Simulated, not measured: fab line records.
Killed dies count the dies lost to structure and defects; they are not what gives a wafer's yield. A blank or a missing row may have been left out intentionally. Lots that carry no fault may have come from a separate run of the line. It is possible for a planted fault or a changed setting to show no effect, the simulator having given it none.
Which tool did it? + flow sky130 + 24 lots, 72 wafers sampled, at 6 steps of a route of 708

== WHAT THE GAUGES SHOWED, per wafer ==
SKY_CONTACT_OVL_MEAS_15.
| lot  | measured     | on         | CONTACT_OVL (nm) |
|------|--------------|------------|------------------|
| L074 | day 32 01:26 | overlay-02 | -3 -6 -1         |
| L075 | day 32 03:20 | overlay-01 | 0 -3 6           |
| L076 | day 32 16:38 | overlay-02 | 4 -3 -4          |
| L077 | day 32 20:14 | overlay-02 | -11 -4 -2        |
| L078 | day 33 02:59 | overlay-01 | 10 7 -2          |
| L079 | day 33 14:23 | overlay-02 | -8 -9 -14        |
| L080 | day 34 06:56 | overlay-02 | -9 -7 2          |
| L081 | day 34 11:52 | overlay-02 | 5 8 -5           |
| L082 | day 34 13:08 | overlay-01 | 6 2 3            |
| L083 | day 34 18:59 | overlay-01 | 1 1 3            |
| L084 | day 35 08:02 | overlay-02 | 1 3 8            |
| L085 | day 35 13:27 | overlay-02 | -9 -8 0          |
| L086 | day 35 19:02 | overlay-01 | 4 4 5            |
| L087 | day 36 09:16 | overlay-01 | 5 -4 3           |
| L088 | day 36 11:19 | overlay-02 | -3 -5 -5         |
| L089 | day 36 22:53 | overlay-01 | 4 3 -1           |
| L090 | day 37 04:19 | overlay-02 | 4 -6 2           |
| L091 | day 37 10:11 | overlay-02 | 15 -1 7          |
| L092 | day 37 19:11 | overlay-01 | 8 4 6            |
| L093 | day 38 00:03 | overlay-01 | -16 -14 -14      |
| L094 | day 38 07:59 | overlay-02 | -2 8 7           |
| L095 | day 38 15:50 | overlay-01 | -8 -7 -9         |
| L096 | day 38 23:56 | overlay-01 | 5 9 6            |
| L097 | day 39 05:29 | overlay-02 | 2 0 2            |

SKY_METAL1_OVL_MEAS_16.
| lot  | measured     | on         | METAL1_OVL (nm) |
|------|--------------|------------|-----------------|
| L074 | day 33 07:16 | overlay-01 | 2 2 -3          |
| L075 | day 33 08:47 | overlay-02 | -1 1 -2         |
| L076 | day 33 21:35 | overlay-01 | -1 -7 0         |
| L077 | day 34 00:54 | overlay-01 | -3 -1 -5        |
| L078 | day 34 07:44 | overlay-01 | 1 0 4           |
| L079 | day 34 19:07 | overlay-02 | 2 11 1          |
| L080 | day 35 11:17 | overlay-01 | 5 6 1           |
| L081 | day 35 15:50 | overlay-01 | 0 3 14          |
| L082 | day 35 17:26 | overlay-01 | -7 -3 -9        |
| L083 | day 35 23:05 | overlay-01 | -9 -8 -5        |
| L084 | day 36 12:19 | overlay-01 | -3 -10 -1       |
| L085 | day 36 17:42 | overlay-01 | -7 -10 -10      |
| L086 | day 36 23:35 | overlay-02 | -8 -6 -9        |
| L087 | day 37 13:55 | overlay-02 | 3 0 -3          |
| L088 | day 37 14:34 | overlay-01 | -4 -7 0         |
| L089 | day 38 02:44 | overlay-01 | -6 4 -2         |
| L090 | day 38 08:29 | overlay-01 | -6 -5 -7        |
| L091 | day 38 13:53 | overlay-01 | -12 -10 -2      |
| L092 | day 38 22:20 | overlay-01 | -5 -4 -9        |
| L093 | day 39 03:12 | overlay-01 | 3 4 2           |
| L094 | day 39 11:04 | overlay-01 | -5 -7 1         |
| L095 | day 39 18:47 | overlay-02 | -8 -14 -14      |
| L096 | day 40 02:58 | overlay-01 | 1 4 0           |
| L097 | day 40 08:07 | overlay-01 | -2 -1 1         |

SKY_METAL2_RS_MEAS_05: measurement is done with a four-point probe.
| lot  | measured     | on            | METAL2_ALCU_RS (ohm/sq) |
|------|--------------|---------------|-------------------------|
| L074 | day 34 12:38 | film metro-02 | 0.1262 0.1278 0.1265    |
| L075 | day 34 14:31 | film metro-02 | 0.1287 0.1275 0.1283    |
| L076 | day 35 03:06 | film metro-02 | 0.1279 0.1286 0.1271    |
| L077 | day 35 06:31 | film metro-04 | 0.1258 0.1262 0.1256    |
| L078 | day 35 13:31 | film metro-04 | 0.1235 0.1253 0.1258    |
| L079 | day 36 00:13 | film metro-04 | 0.1289 0.1260 0.1276    |
| L080 | day 36 16:31 | film metro-04 | 0.1284 0.1277 0.1285    |
| L081 | day 36 20:56 | film metro-04 | 0.1262 0.1254 0.1246    |
| L082 | day 36 22:56 | film metro-04 | 0.1300 0.1303 0.1290    |
| L083 | day 37 04:44 | film metro-04 | 0.1255 0.1262 0.1270    |
| L084 | day 37 17:20 | film metro-04 | 0.1279 0.1281 0.1272    |
| L085 | day 37 22:59 | film metro-02 | 0.1282 0.1300 0.1301    |
| L086 | day 38 04:48 | film metro-02 | 0.1277 0.1272 0.1269    |
| L087 | day 38 18:53 | film metro-02 | 0.1270 0.1259 0.1266    |
| L088 | day 38 19:17 | film metro-04 | 0.1269 0.1279 0.1269    |
| L089 | day 39 07:22 | film metro-02 | 0.1260 0.1258 0.1275    |
| L090 | day 39 12:44 | film metro-04 | 0.1267 0.1282 0.1285    |
| L091 | day 39 17:28 | film metro-04 | 0.1260 0.1271 0.1278    |
| L092 | day 40 02:28 | film metro-04 | 0.1258 0.1267 0.1266    |
| L093 | day 40 07:22 | film metro-04 | 0.1289 0.1283 0.1290    |
| L094 | day 40 14:28 | film metro-02 | 0.1261 0.1269 0.1263    |
| L095 | day 40 23:14 | film metro-04 | 0.1277 0.1265 0.1280    |
| L096 | day 41 06:52 | film metro-02 | 0.1301 0.1312 0.1287    |
| L097 | day 41 11:39 | film metro-01 | 0.1277 0.1264 0.1262    |

SKY_METAL2_OVL_MEAS_16.
| lot  | measured     | on         | METAL2_OVL (nm) |
|------|--------------|------------|-----------------|
| L074 | day 35 14:59 | overlay-02 | -7 -5 -9        |
| L075 | day 35 17:11 | overlay-01 | 0 -3 0          |
| L076 | day 36 05:35 | overlay-01 | 5 1 5           |
| L077 | day 36 08:35 | overlay-01 | -2 -2 -5        |
| L078 | day 36 15:53 | overlay-02 | 2 3 1           |
| L079 | day 37 01:31 | overlay-01 | 2 0 2           |
| L080 | day 37 18:57 | overlay-02 | -5 -5 0         |
| L081 | day 37 22:47 | overlay-02 | 2 0 3           |
| L082 | day 38 01:18 | overlay-01 | 0 4 1           |
| L083 | day 38 07:17 | overlay-01 | 7 1 4           |
| L084 | day 38 19:25 | overlay-01 | 1 -4 2          |
| L085 | day 39 00:41 | overlay-02 | -6 -9 -6        |
| L086 | day 39 06:59 | overlay-02 | 8 5 8           |
| L087 | day 39 20:44 | overlay-01 | 8 3 7           |
| L088 | day 39 21:08 | overlay-02 | 2 -1 0          |
| L089 | day 40 09:02 | overlay-01 | 5 6 6           |
| L090 | day 40 14:35 | overlay-01 | -4 -4 -2        |
| L091 | day 40 18:26 | overlay-02 | 4 7 5           |
| L092 | day 41 04:01 | overlay-02 | -3 -2 -4        |
| L093 | day 41 08:27 | overlay-01 | 3 2 -6          |
| L094 | day 41 15:56 | overlay-01 | 0 -1 -1         |
| L095 | day 41 23:08 | overlay-01 | 3 -2 -1         |
| L096 | day 42 07:35 | overlay-01 | 3 -1 -3         |
| L097 | day 42 11:28 | overlay-01 | 5 2 3           |

== WHAT TOOL EACH LOT RAN ON (gives the tool, then ch and the chambers of the sampled wafers, and finally the start) ==
| lot  | SKY_VIA1_CMP_02               | SKY_VIA1_ETCH_14                   |
|------|-------------------------------|------------------------------------|
| L074 | cmp-02 ch 0,1,2, day 33 08:20 | rie diel-01 ch 0,2, day 34 11:10   |
| L075 | cmp-01 ch 2,3, day 33 09:46   | rie diel-03 ch 0,1,2, day 34 12:58 |
| L076 | cmp-02 ch 1,2,3, day 33 22:44 | rie diel-03 ch 0,2,3, day 35 01:37 |
| L077 | cmp-02 ch 0,2,3, day 34 02:32 | rie diel-02 ch 1,2, day 35 05:01   |
| L078 | cmp-01 ch 1,3, day 34 09:09   | rie diel-01 ch 0,2, day 35 12:01   |
| L079 | cmp-02 ch 0,2, day 34 20:09   | rie diel-03 ch 0,2, day 35 22:43   |
| L080 | cmp-01 ch 2,3, day 35 12:18   | rie diel-03 ch 1,2,3, day 36 14:55 |
| L081 | cmp-01 ch 1,2,3, day 35 16:52 | rie diel-03 ch 0,2,3, day 36 19:20 |
| L082 | cmp-02 ch 0,2, day 35 18:44   | rie diel-03 ch 1,2, day 36 21:28   |
| L083 | cmp-01 ch 0,1, day 36 00:18   | rie diel-02 ch 0,1,3, day 37 03:14 |
| L084 | cmp-01 ch 0,2,3, day 36 13:30 | rie diel-02 ch 0,1,2, day 37 15:52 |
| L085 | cmp-02 ch 2,3, day 36 18:54   | rie diel-03 ch 0,1,2, day 37 21:28 |
| L086 | cmp-01 ch 0,1, day 37 00:37   | rie diel-03 ch 0,2,3, day 38 03:19 |
| L087 | cmp-02 ch 0,2, day 37 14:58   | rie diel-02 ch 1,2, day 38 17:22   |
| L088 | cmp-01 ch 2,3, day 37 15:36   | rie diel-03 ch 0,2, day 38 17:49   |
| L089 | cmp-02 ch 0,3, day 38 03:43   | rie diel-01 ch 0,1, day 39 05:52   |
| L090 | cmp-01 ch 1,2, day 38 09:28   | rie diel-01 ch 0,1,2, day 39 11:16 |
| L091 | cmp-01 ch 0,3, day 38 14:51   | rie diel-03 ch 2,3, day 39 15:58   |
| L092 | cmp-02 ch 1,2, day 38 23:19   | rie diel-02 ch 0,1,2, day 40 00:58 |
| L093 | cmp-01 ch 1,2, day 39 04:11   | rie diel-01 ch 1,2,3, day 40 05:46 |
| L094 | cmp-02 ch 1,3, day 39 12:05   | rie diel-02 ch 0,2, day 40 12:58   |
| L095 | cmp-02 ch 0,1,2, day 39 19:49 | rie diel-03 ch 0,3, day 40 21:38   |
| L096 | cmp-02 ch 1,2,3, day 40 04:14 | rie diel-02 ch 0,2,3, day 41 05:23 |
| L097 | cmp-02 ch 1,2, day 40 09:06   | rie diel-02 ch 0,1,3, day 41 09:50 |
- SKY_VIA1_CMP_02: polishes SiO2.
- SKY_VIA1_ETCH_14: etches BARC in N2/H2, stops on SiO2, time 45.9 s, target depth 60 nm.

== WHAT THE TOOLS THEMSELVES READ (means of the sampled wafers that have a number; where no wafer has one, the mark that the record gives instead) ==
SKY_VIA1_CMP_02.
| lot  | tool   | motor current A (A) |
|------|--------|---------------------|
| L074 | cmp-02 | 10.1                |
| L075 | cmp-01 | 13.3                |
| L076 | cmp-02 | 10.9                |
| L077 | cmp-02 | 10.6                |
| L078 | cmp-01 | 12.5                |
| L079 | cmp-02 | 9.8                 |
| L080 | cmp-01 | 13.5                |
| L081 | cmp-01 | 13.0                |
| L082 | cmp-02 | 9.7                 |
| L083 | cmp-01 | 12.9                |
| L084 | cmp-01 | 13.2                |
| L085 | cmp-02 | 11.6                |
| L086 | cmp-01 | 13.3                |
| L087 | cmp-02 | 10.0                |
| L088 | cmp-01 | 13.7                |
| L089 | cmp-02 | 10.6                |
| L090 | cmp-01 | 13.0                |
| L091 | cmp-01 | 13.3                |
| L092 | cmp-02 | 10.6                |
| L093 | cmp-01 | 13.3                |
| L094 | cmp-02 | 11.4                |
| L095 | cmp-02 | 9.9                 |
| L096 | cmp-02 | 11.0                |
| L097 | cmp-02 | 10.5                |

SKY_VIA1_ETCH_14.
| lot  | tool        | bias w (W) | drypump motor current A (A) | n2 flow sccm (sccm) | oes product au (a.u.) | throttle valve pct (%) |
|------|-------------|------------|-----------------------------|---------------------|-----------------------|------------------------|
| L074 | rie diel-01 | 99.6       | 5.9                         | 100.06              | 0.853                 | 13.226                 |
| L075 | rie diel-03 | 100.2      | 5.3                         | 99.76               | 0.851                 | 13.227                 |
| L076 | rie diel-03 | 99.8       | 5.5                         | 100.19              | 0.855                 | 13.230                 |
| L077 | rie diel-02 | 100.0      | 5.3                         | 100.19              | 0.856                 | 13.225                 |
| L078 | rie diel-01 | 100.3      | 6.1                         | 100.03              | 0.850                 | 13.229                 |
| L079 | rie diel-03 | 99.8       | 5.6                         | 100.05              | 0.855                 | 13.216                 |
| L080 | rie diel-03 | 100.0      | 5.5                         | 100.22              | 0.858                 | 13.223                 |
| L081 | rie diel-03 | 100.1      | 5.4                         | 99.89               | 0.855                 | 13.227                 |
| L082 | rie diel-03 | 100.1      | 5.3                         | 99.87               | 0.853                 | 13.231                 |
| L083 | rie diel-02 | 100.2      | 5.7                         | 100.13              | 0.853                 | 13.223                 |
| L084 | rie diel-02 | 100.0      | 5.2                         | 99.96               | 0.853                 | 13.236                 |
| L085 | rie diel-03 | 100.0      | 5.3                         | 100.13              | 0.854                 | 13.224                 |
| L086 | rie diel-03 | 100.0      | 5.5                         | 99.94               | 0.855                 | 13.227                 |
| L087 | rie diel-02 | 100.2      | 5.4                         | 100.18              | 0.858                 | 13.222                 |
| L088 | rie diel-03 | 100.0      | 5.5                         | 99.89               | 0.852                 | 13.238                 |
| L089 | rie diel-01 | 99.9       | 5.6                         | 100.01              | 0.851                 | 13.218                 |
| L090 | rie diel-01 | 100.1      | 5.9                         | 100.21              | 0.853                 | 13.226                 |
| L091 | rie diel-03 | 100.5      | 5.7                         | 99.83               | 0.853                 | 13.229                 |
| L092 | rie diel-02 | 100.0      | 5.3                         | 99.86               | 0.855                 | 13.231                 |
| L093 | rie diel-01 | 100.0      | 5.8                         | 99.84               | 0.853                 | 13.224                 |
| L094 | rie diel-02 | 99.9       | 5.1                         | 100.25              | 0.852                 | 13.230                 |
| L095 | rie diel-03 | 99.6       | 5.2                         | 100.07              | 0.853                 | 13.219                 |
| L096 | rie diel-02 | 100.0      | 5.5                         | 99.60               | 0.854                 | 13.228                 |
| L097 | rie diel-02 | 99.7       | 5.7                         | 100.01              | 0.850                 | 13.215                 |

== THE ANSWER, worked out from the rows above alone ==
Rule: the usual values come from the lots themselves. The widest of any qualifying gaps counts: lots, ordered by their means at a reading, are off when they make up no more than a third of the lots, leave a main group of 4 or more, and stand apart from it by 3 or more times the standard deviation of that group's means. Not used: any main group whose means are identical at the precision the tables above print for the reading. Also off: a lot with no number at a reading for which 4 or more lots have one. All remaining lots with rows at the step are treated as sound. The gauges are gone through in route order, then the tools' own readings, and for those a lot's mean is taken as printed above. The first step at which some lot is off is used, and at that step the reading that is off furthest; a lot without a number counts as furthest.
None of the lots is off at any reading shown; this tells nothing.

== WHAT WAS PUT IN BY THE SIMULATOR ==
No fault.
